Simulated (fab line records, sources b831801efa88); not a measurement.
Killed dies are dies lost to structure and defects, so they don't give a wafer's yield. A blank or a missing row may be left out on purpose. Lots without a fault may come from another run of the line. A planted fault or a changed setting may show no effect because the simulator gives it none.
Chamber matching | flow sky130 | SKY_SONOS_ONO_ETCH_15 on rie_diel-03: 4 sister chambers
The step etches the open film in CHF3/O2, target depth 19.52 nm, time 7.8 s. 4 wafers are shown with their chamber, then 10 later ones without.

WAFERS WITH THEIR CHAMBER
wafer  | chamber | drypump_motor_current_A (A)
L090.2 | 1       | 6.6
L090.6 | 0       | 6.3
L091.1 | 3       | 5.9
L091.2 | 2       | 5.9

WAFERS WITHOUT THEIR CHAMBER
wafer  | drypump_motor_current_A (A)
L091.3 | 6.6
L091.4 | 5.9
L091.5 | 5.9
L091.6 | 6.6
L093.1 | 5.9
L093.2 | 6.6
L093.3 | 5.9
L093.4 | 6.0
L093.5 | 6.6
L093.6 | 5.9

WHICH CHAMBER EACH WENT THROUGH
wafer  | from the rows above     | in truth
L091.3 | 1                       | 1
L091.4 | can't be placed: 2 or 3 | 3
L091.5 | can't be placed: 2 or 3 | 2
L091.6 | 1                       | 1
L093.1 | can't be placed: 2 or 3 | 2
L093.2 | 1                       | 1
L093.3 | can't be placed: 2 or 3 | 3
L093.4 | can't be placed: 2 or 3 | 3
L093.5 | 1                       | 1
L093.6 | can't be placed: 2 or 3 | 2
Placed correctly: 4 of 10. Can't be placed from these rows: 6 (the true chamber is among the candidates in 6). Placed wrongly: 0.
How it was worked out, from the rows above alone: a wafer's distance from a chamber is the root of the sum, over the readings, of the square of ((its reading less the chamber's mean) divided by the reading's scatter). The wafer belongs to the nearest chamber; if the next one is less than 2 further off, it can't be placed. A chamber's mean is the mean of its shown wafers. The scatter: with one shown wafer a chamber, the root of the mean of the squares of how far each hidden wafer lies from its nearest shown one.
